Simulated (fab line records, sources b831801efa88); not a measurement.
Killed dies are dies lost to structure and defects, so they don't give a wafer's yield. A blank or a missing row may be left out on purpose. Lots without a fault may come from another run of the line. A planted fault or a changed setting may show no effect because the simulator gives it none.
Which tool did it? | flow gf180mcu | 6 lots, 18 wafers sampled, at 3 steps of a route of 602

WHAT THE GAUGES READ, wafer by wafer
GF_TOP_METAL_RS_MEAS_05: measures by four-point-probe.
lot  | measured     | on            | TOP_METAL_ALCU_RS (ohm/sq)
L257 | day 28 09:51 | film_metro-02 | 0.0329 0.0325 0.0328
L260 | day 29 14:46 | film_metro-03 | 0.0330 0.0328 0.0327
L267 | day 31 16:24 | film_metro-02 | 0.0324 0.0323 0.0320
L269 | day 32 05:18 | film_metro-04 | 0.0329 0.0331 0.0330
L272 | day 32 15:42 | film_metro-02 | 0.0322 0.0329 0.0324
L275 | day 33 10:38 | film_metro-02 | 0.0328 0.0326 0.0328

WHICH TOOL RAN EACH LOT (tool, then ch and the chambers of the sampled wafers, then the start)
lot  | GF_V1_ETCH_17                      | GF_V5_CVD_23
L257 | rie_diel-04 ch 0,1,2, day 19 13:00 | cvd_w-01 ch 0,1, day 28 09:02
L260 | rie_diel-04 ch 0,2, day 20 23:00   | cvd_w-01 ch 0,1, day 29 13:58
L267 | rie_diel-01 ch 2,3, day 23 14:00   | cvd_w-01 ch 0, day 31 15:35
L269 | rie_diel-04 ch 0,2, day 24 04:00   | cvd_w-01 ch 1, day 32 00:40
L272 | rie_diel-01 ch 0,1,2, day 24 22:00 | cvd_w-01 ch 0,1, day 32 14:52
L275 | rie_diel-02 ch 2,3, day 25 20:00   | cvd_w-01 ch 0,1, day 33 09:49
- GF_V1_ETCH_17: etches SiO2 in C4F8/O2/Ar, stops on TiN, target depth 630 nm.
- GF_V5_CVD_23: deposits W, target thk 350 nm, time 104.9 s.

THE ANSWER, worked out from the rows above alone
Rule: what is usual is taken from the lots themselves. Put in order of their means at a reading, lots are off if they are a third of the lots or fewer, leave a main group of 4 or more, and stand apart from it by a gap of 3 or more times the standard deviation of the main group's means; of several such gaps the widest counts. A main group whose means are all the same, to the digits that the tables above print for the reading, isn't used. A lot without any number at a reading at which 4 lots or more have one is off too. The other lots that the step has rows for count as sound.
No lot is off at any reading shown: from this, nothing can be told.

WHAT THE SIMULATOR HAD PUT IN
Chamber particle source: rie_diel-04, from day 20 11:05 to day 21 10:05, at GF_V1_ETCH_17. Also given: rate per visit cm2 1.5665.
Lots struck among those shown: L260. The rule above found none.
